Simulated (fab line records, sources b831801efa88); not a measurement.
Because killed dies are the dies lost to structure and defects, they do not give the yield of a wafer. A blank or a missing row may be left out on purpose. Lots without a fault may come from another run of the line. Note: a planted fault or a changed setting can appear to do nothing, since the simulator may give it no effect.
Problem report in the 8D (eight disciplines) form, filled by code    flow sky130    the parts of the form that need people (team, actions taken, sign-off) are left out

## 1. WHAT IS WRONG
Across 6 wafers from 2 lots, SONOS_ONO_OXIDATION_THK at SKY_SONOS_ONO_THK_MEAS_01 averages 1.87 nm, while fault-free wafers read 2.60 nm with a standard deviation of 0.058. Relative to the usual mean, that is a shift of -13 standard deviations.
Seen first at day 16 17:11 on film_metro-04, wafer L476.1. At this step, 33 wafers from 11 lots have a number in the record. By rule, "out" or "out of limits" means more than 4 standard deviations away from the usual mean. The other wafers with a number count as sound.

## 2. WHAT THIS IS AND IS NOT
question                     is                            is not
which readings at this step  SONOS_ONO_OXIDATION_THK       -
which lots                   L476, L478                    L465, L467, L469, L471, L473, L474, L475, L477, L479
which wafers of those lots   all that have a number        -
read on which gauges         film_metro-03, film_metro-04  film_metro-02
when                         from day 16 17:11             up to then (21 sound wafers); but 6 sound wafers of L477, L479 came after

## 3. WHAT RULES OUT EACH SUSPECT
Counting: a tool at any process step up to the reading remains a suspect when it ran all the lots that are out and ran no sound lot after the first of those.
- ruled out: the gauge at SKY_SONOS_ONO_THK_MEAS_01. 2 gauges (film_metro-03, film_metro-04) read the wafers that are out.
- furnace-01 at SKY_SONOS_ONO_OXIDATION_00 (stabilise 600 s, purge 300 s, target thk 2.6 nm): kept. All lots that are out passed through it, beginning with L476 at day 16 15:50, and no sound lot followed; its final sound lot before that point was L474 at day 15 17:04. Its own spike_tc_bottom_C, spike_tc_centre_C, spike_tc_lower_C, spike_tc_top_C, spike_tc_upper_C, tube_center_temp_C, tube_center_temp_C_max readings are out on those wafers.
The count leaves furnace-01 at SKY_SONOS_ONO_OXIDATION_00.

## 4. THE CAUSE (what the simulator had put in)
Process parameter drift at SKY_SONOS_ONO_OXIDATION_00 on furnace-01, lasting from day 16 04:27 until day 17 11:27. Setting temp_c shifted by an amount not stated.
The count eliminated every tool but this one.

## 5. THE CHAIN OF EFFECTS, in route order
Each row: a reading where the mean over the struck wafers with a number is more than 3 standard deviations away from the usual. Only readings whose record carries a usual standard deviation are examined. hours: median over the lots of the time between each lot's start at the first step of this table that gives one and its start at this step. sigmas: the change, counted in usual standard deviations.
hours  step                        reading                  usual    on struck wafers  change  sigmas
0      SKY_SONOS_ONO_OXIDATION_00  spike_tc_bottom_C        819.7 C  796.4             -23.4   -23
0      SKY_SONOS_ONO_OXIDATION_00  spike_tc_centre_C        800.0 C  775.7             -24.3   -22
0      SKY_SONOS_ONO_OXIDATION_00  spike_tc_lower_C         799.5 C  775.0             -24.5   -26
0      SKY_SONOS_ONO_OXIDATION_00  spike_tc_top_C           814 C    785               -29     -6.1
0      SKY_SONOS_ONO_OXIDATION_00  spike_tc_upper_C         799.8 C  775.6             -24.2   -26
0      SKY_SONOS_ONO_OXIDATION_00  tube_center_temp_C       800 C    776               -24     -99 or more
0      SKY_SONOS_ONO_OXIDATION_00  tube_center_temp_C_max   802.0    778.2             -23.8   -74
1      SKY_SONOS_ONO_THK_MEAS_01   SONOS_ONO_OXIDATION_THK  2.60 nm  1.87              -0.73   -13
Here are the process steps it includes:
- SKY_SONOS_ONO_OXIDATION_00: stabilise 600 s, purge 300 s, target thk 2.6 nm.

## 6. HOW IT WOULD HAVE BEEN CAUGHT EARLIER
13 hours passed between the start of the fault at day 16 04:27 and the first reading out of limits at a measuring or inspecting step in this record, taken at day 16 17:11.
At SKY_SONOS_ONO_OXIDATION_00, the tool's own readings (spike_tc_bottom_C, spike_tc_centre_C, spike_tc_lower_C, spike_tc_top_C, spike_tc_upper_C, tube_center_temp_C, tube_center_temp_C_max) were out on each struck wafer the step has a row for, so an alarm limit on them would have fired on the first such wafer.
Of the lots that are out (2), L478 began SKY_SONOS_ONO_OXIDATION_00 on furnace-01 after day 16 17:11. Putting the tool on hold at that point would have spared it.
